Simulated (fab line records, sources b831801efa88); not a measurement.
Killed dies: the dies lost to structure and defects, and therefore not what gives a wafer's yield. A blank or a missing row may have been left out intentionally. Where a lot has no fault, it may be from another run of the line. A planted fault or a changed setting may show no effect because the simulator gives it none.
2 desks, one fault / flow sky130 / every desk sees just its own numbers, and what lay behind them comes last

== THE TOOL OWNER'S DESK: rie-metal-03 ==
The tool's own readings at SKY_METAL4_ETCH_16 (etches BARC in N2/H2, stops on SiO2, time 88.2 s, target depth 60 nm): means of the sampled wafers that have a number, for each lot that ran on this tool. Any lot whose mean is over 4 standard deviations away from the usual mean is out of limits and marked OUT; that distance is given in the brackets.
Columns: A = drypump-motor-current-A at SKY_METAL4_ETCH_16, usual 6.0 A; B = oes-product-au at SKY_METAL4_ETCH_16, usual 0.625 a.u.; C = rf-fwd-power-W at SKY_METAL4_ETCH_16, usual 496.5 W; D = throttle-valve-pct at SKY_METAL4_ETCH_16, usual 13.205 %
lot=L841; first seen here=day 41 20:25; A=5.5; B=0.628; C=498.7; D=13.201
lot=L847; first seen here=day 43 12:16; A=5.5; B=0.627; C=495.6; D=13.211
lot=L848; first seen here=day 44 08:43; A=5.5; B=0.625; C=496.5; D=13.207
lot=L851; first seen here=day 44 18:42; A=5.9; B=0.626; C=578.7 (+48) OUT; D=13.201
lot=L855; first seen here=day 45 15:58; A=5.5; B=0.625; C=577.4 (+48) OUT; D=13.205
This desk's verdict: out of limits on L851, L855, starting with L851 at day 44 18:42 (rf-fwd-power-W at SKY_METAL4_ETCH_16). L841, L847, L848 stayed within limits.

== FROM THE METROLOGY DESK ==
What the gauges read for every lot (on any tool): the sampled wafers with a number, averaged. Any lot whose mean is over 4 standard deviations away from the usual mean is out of limits and marked OUT; that distance is given in the brackets.
Columns: A = cd-nm at SKY_METAL4_CD_MEAS_13, usual 299.6 nm
lot=L841; first seen here=day 41 20:14; A=298.8
lot=L842; first seen here=day 41 21:31; A=299.0
lot=L843; first seen here=day 42 10:28; A=299.6
lot=L844; first seen here=day 42 18:41; A=296.7
lot=L847; first seen here=day 43 12:05; A=299.3
lot=L848; first seen here=day 44 08:32; A=298.5
lot=L851; first seen here=day 44 18:32; A=301.9
lot=L855; first seen here=day 45 15:48; A=300.7
lot=L856; first seen here=day 45 20:47; A=298.2
lot=L858; first seen here=day 46 09:52; A=299.1
lot=L859; first seen here=day 46 17:50; A=299.9
Finding of this desk: none of the 11 lots has anything out of limits.

== ALL TOGETHER ==
The tool owner's desk could have raised an alarm at day 44 18:42, on L851, L855.
Metrology desk: nothing out of limits seen.
The metrology desk has L851, L855 on record, within its limits.
All the named lots went through SKY_METAL4_ETCH_16 on rie-metal-03.

== WHAT WAS PUT IN BY THE SIMULATOR ==
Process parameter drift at SKY_METAL4_ETCH_16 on rie-metal-03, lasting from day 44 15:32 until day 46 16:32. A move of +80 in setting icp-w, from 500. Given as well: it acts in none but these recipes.
Struck lots among those shown: L851, L855.
Time in hours from fault onset to the first out-of-limits reading at each desk: the tool owner's desk, 3.
